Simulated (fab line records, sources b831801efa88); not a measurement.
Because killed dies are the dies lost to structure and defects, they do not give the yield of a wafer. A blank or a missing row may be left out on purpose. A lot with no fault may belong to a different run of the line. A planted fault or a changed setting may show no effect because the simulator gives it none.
Matching of chambers | flow sky130 | SKY_VIA4_ETCH_12 on rieDiel-01: 4 sister chambers
The step etches SiO2 in C4F8/O2/Ar, stops on TiN, target depth 580 nm. 4 wafers are shown with their chamber, then 8 later ones without.

== WAFERS PAIRED WITH THEIR CHAMBERS ==
wafer  | chamber | oesProductAu (a.u.)
L525.1 | 2       | 0.929
L525.2 | 1       | 0.924
L525.6 | 3       | 0.931
L526.2 | 0       | 0.926

== WAFERS MISSING THEIR CHAMBER ==
wafer  | oesProductAu (a.u.)
L526.3 | 0.930
L526.5 | 0.931
L536.1 | 0.928
L536.2 | 0.924
L536.4 | 0.929
L540.1 | 0.914
L540.4 | 0.929
L540.6 | 0.928

== WHICH CHAMBER EACH ONE RAN IN ==
wafer  | from the rows above               | in truth
L526.3 | can't be placed: 2 or 3 or 0 or 1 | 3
L526.5 | can't be placed: 3 or 2 or 0 or 1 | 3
L536.1 | can't be placed: 2 or 0 or 3 or 1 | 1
L536.2 | can't be placed: 1 or 0 or 2 or 3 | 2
L536.4 | can't be placed: 2 or 3 or 0 or 1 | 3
L540.1 | can't be placed: 1 or 0 or 2 or 3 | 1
L540.4 | can't be placed: 2 or 3 or 0 or 1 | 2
L540.6 | can't be placed: 2 or 0 or 3 or 1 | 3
0 of 8 placed correctly. Not placeable from these rows: 8 (in 8, the candidates include the true chamber). Number placed wrongly: 0.
How it was worked out, from the rows above alone: a wafer's distance from a chamber is the root of the sum, over the readings, of the square of ((its reading less the chamber's mean) divided by the reading's scatter). If the next closest chamber is less than 2 further off than the closest, the wafer can't be placed; otherwise it belongs to the closest. A chamber's mean is the mean of its shown wafers. The scatter: with one shown wafer a chamber, the root of the mean of the squares of how far each hidden wafer lies from its nearest shown one.
